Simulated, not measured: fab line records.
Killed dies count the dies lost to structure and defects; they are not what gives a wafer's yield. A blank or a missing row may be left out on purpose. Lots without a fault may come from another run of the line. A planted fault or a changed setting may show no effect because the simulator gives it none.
Which of the tools did it? | flow gf180mcu | 14 lots, 42 wafers sampled, at 4 steps of a route of 602

== WHAT THE GAUGES SHOWED, per wafer ==
GF_V2_OVL_MEAS_15.
lot  | measured     | on         | V2_OVL (nm)
L702 | day 20 05:21 | overlay-01 | 3 -1 -9
L704 | day 21 05:05 | overlay-01 | -4 -1 3
L715 | day 25 03:26 | overlay-01 | 5 -2 3
L716 | day 25 09:57 | overlay-02 | 3 1 0
L717 | day 25 18:43 | overlay-02 | 2 9 4
L718 | day 26 06:00 | overlay-02 | -6 -2 1
L720 | day 27 03:03 | overlay-02 | -8 -7 -9
L721 | day 27 08:48 | overlay-01 | 6 9 4
L722 | day 27 09:23 | overlay-02 | -5 -1 -3
L723 | day 27 18:47 | overlay-02 | 11 6 2
L724 | day 27 22:08 | overlay-02 | 3 9 1
L725 | day 28 09:26 | overlay-01 | -2 9 9

== TOOL THAT RAN EACH LOT (tool first, then ch and the chambers of the sampled wafers, then the start) ==
lot  | GF_V1_ETCH_17                                 | GF_V1_SPUTTER_22             | GF_V2_CVD_02
L702 | rie-diel-03 ch 2,3, day 18 02:28 or earlier   | pvd-sputter-03, day 18 02:28 | pecvd-01 ch 1,2, day 19 04:31
L704 | rie-diel-02 ch 1,3, day 19 01:14 or earlier   | pvd-sputter-03, day 19 01:14 | pecvd-04 ch 0,1,2, day 20 03:55
L710 | rie-diel-02 ch 0,1,3, day 21 12:11 or earlier | pvd-sputter-03, day 21 12:11 | pecvd-01 ch 0,1,2, day 22 14:00
L711 | rie-diel-04 ch 0,1, day 21 20:31 or earlier   | pvd-sputter-02, day 21 20:31 | pecvd-03 ch 0,1, day 22 20:46
L715 | rie-diel-04 ch 1,2,3, day 23 04:04 or earlier | pvd-sputter-02, day 23 04:04 | pecvd-01 ch 1,2, day 24 04:11
L716 | rie-diel-02 ch 0,1, day 23 11:09 or earlier   | pvd-sputter-03, day 23 11:09 | pecvd-03 ch 0,1,2, day 24 11:37
L717 | rie-diel-03 ch 0,3, day 23 20:41 or earlier   | pvd-sputter-03, day 23 20:41 | pecvd-04 ch 0,1,2, day 24 21:06
L718 | rie-diel-04 ch 0,2,3, day 24 08:35 or earlier | pvd-sputter-02, day 24 08:35 | pecvd-04 ch 0,1, day 25 08:24
L720 | rie-diel-02 ch 0,1,2, day 25 06:04 or earlier | pvd-sputter-02, day 25 06:04 | pecvd-03 ch 0,2, day 26 05:25
L721 | rie-diel-02 ch 0,1,3, day 25 11:48 or earlier | pvd-sputter-03, day 25 11:48 | pecvd-01 ch 0,1, day 26 11:29
L722 | rie-diel-04 ch 1,3, day 25 12:30 or earlier   | pvd-sputter-04, day 25 12:30 | pecvd-03 ch 0,2, day 26 12:18
L723 | rie-diel-02 ch 0,3, day 25 22:04 or earlier   | pvd-sputter-02, day 25 22:04 | pecvd-03 ch 0,1, day 26 21:19
L724 | rie-diel-03 ch 1,2, day 26 02:45 or earlier   | pvd-sputter-02, day 26 02:45 | pecvd-01 ch 0,2, day 27 01:11
L725 | rie-diel-03 ch 1,3, day 26 14:05 or earlier   | pvd-sputter-04, day 26 14:05 | pecvd-01 ch 0,1, day 27 13:02
- GF_V1_ETCH_17: etches SiO2 in C4F8/O2/Ar, stops on TiN, target depth 630 nm.
- GF_V1_SPUTTER_22: material TiN, target thk 10 nm, time 40 s.
- GF_V2_CVD_02: deposits SiO2 from TEOS, target thk 850 nm, time 94.851 s.

== WHAT THE TOOLS THEMSELVES READ (means of the sampled wafers that have a number; where no wafer has one, the mark that the record gives instead) ==
GF_V1_ETCH_17.
lot  | tool        | oes-product-au (a.u.) | rf-fwd-power-W (W)
L702 | rie-diel-03 | 0.856                 | 1492
L704 | rie-diel-02 | 0.852                 | 1493
L710 | rie-diel-02 | 0.851                 | 1494
L711 | rie-diel-04 | 0.856                 | 1497
L715 | rie-diel-04 | 0.856                 | 1493
L716 | rie-diel-02 | 0.851                 | 1487
L717 | rie-diel-03 | 0.856                 | 1494
L718 | rie-diel-04 | 0.855                 | 1494
L720 | rie-diel-02 | 0.858                 | 1488
L721 | rie-diel-02 | 0.857                 | 1491
L722 | rie-diel-04 | 0.862                 | 1493
L723 | rie-diel-02 | 0.857                 | 1490
L724 | rie-diel-03 | 0.860                 | 1497
L725 | rie-diel-03 | 0.856                 | 1492

GF_V1_SPUTTER_22.
lot  | tool           | throttle-valve-pct (%)
L702 | pvd-sputter-03 | 30.4
L704 | pvd-sputter-03 | 30.2
L710 | pvd-sputter-03 | 29.9
L711 | pvd-sputter-02 | 30.0
L715 | pvd-sputter-02 | 30.5
L716 | pvd-sputter-03 | 30.6
L717 | pvd-sputter-03 | 29.8
L718 | pvd-sputter-02 | 30.5
L720 | pvd-sputter-02 | 30.0
L721 | pvd-sputter-03 | 29.7
L722 | pvd-sputter-04 | 29.9
L723 | pvd-sputter-02 | 30.4
L724 | pvd-sputter-02 | 30.4
L725 | pvd-sputter-04 | 30.8

GF_V2_CVD_02.
lot  | tool     | heater-power-outer-w (W) | heater-power-w (W) | rf-fwd-power-W (W)
L702 | pecvd-01 | 445                      | 714                | 596.3
L704 | pecvd-04 | 381                      | 608                | 597.4
L710 | pecvd-01 | -                        | -                  | -
L711 | pecvd-03 | -                        | -                  | -
L715 | pecvd-01 | 403                      | 656                | 596.8
L716 | pecvd-03 | 383                      | 677                | 596.1
L717 | pecvd-04 | 348                      | 562                | 596.8
L718 | pecvd-04 | 403                      | 640                | 596.8
L720 | pecvd-03 | 381                      | 653                | 595.8
L721 | pecvd-01 | 373                      | 638                | 596.3
L722 | pecvd-03 | 390                      | 674                | 599.9
L723 | pecvd-03 | 365                      | 645                | 598.1
L724 | pecvd-01 | 444                      | 702                | 597.4
L725 | pecvd-01 | 381                      | 669                | 592.9

== THE ANSWER, worked out from the rows above alone ==
Rule: usual is defined by the lots themselves. The widest of any qualifying gaps counts: lots, ordered by their means at a reading, are off when they make up no more than a third of the lots, leave a main group of 4 or more, and stand apart from it by 3 or more times the standard deviation of that group's means. A main group whose means are all the same, to the digits that the tables above print for the reading, isn't used. A lot without any number at a reading at which 4 lots or more have one is off too. All remaining lots with rows at the step are treated as sound. The gauges are gone through in route order, then the tools' own readings, and for those a lot's mean is taken as printed above. At the first step where some lot is off, the reading lying furthest off is the one used; lots without a number count as furthest.
Off: L710, L711, at GF_V2_CVD_02 (heater-power-outer-w). Without a number there: L710, L711. The main group has a mean of 391 W with a standard deviation of 28.
If a tool, at that step or one of the process steps before it, ran each lot that is off and ran no sound lot following the first of them, it fits. GF_V1_ETCH_17: start missing for some lots; hours and lot order therefore follow GF_V1_SPUTTER_22. None of those tried fits.

== WHAT WAS PUT IN BY THE SIMULATOR ==
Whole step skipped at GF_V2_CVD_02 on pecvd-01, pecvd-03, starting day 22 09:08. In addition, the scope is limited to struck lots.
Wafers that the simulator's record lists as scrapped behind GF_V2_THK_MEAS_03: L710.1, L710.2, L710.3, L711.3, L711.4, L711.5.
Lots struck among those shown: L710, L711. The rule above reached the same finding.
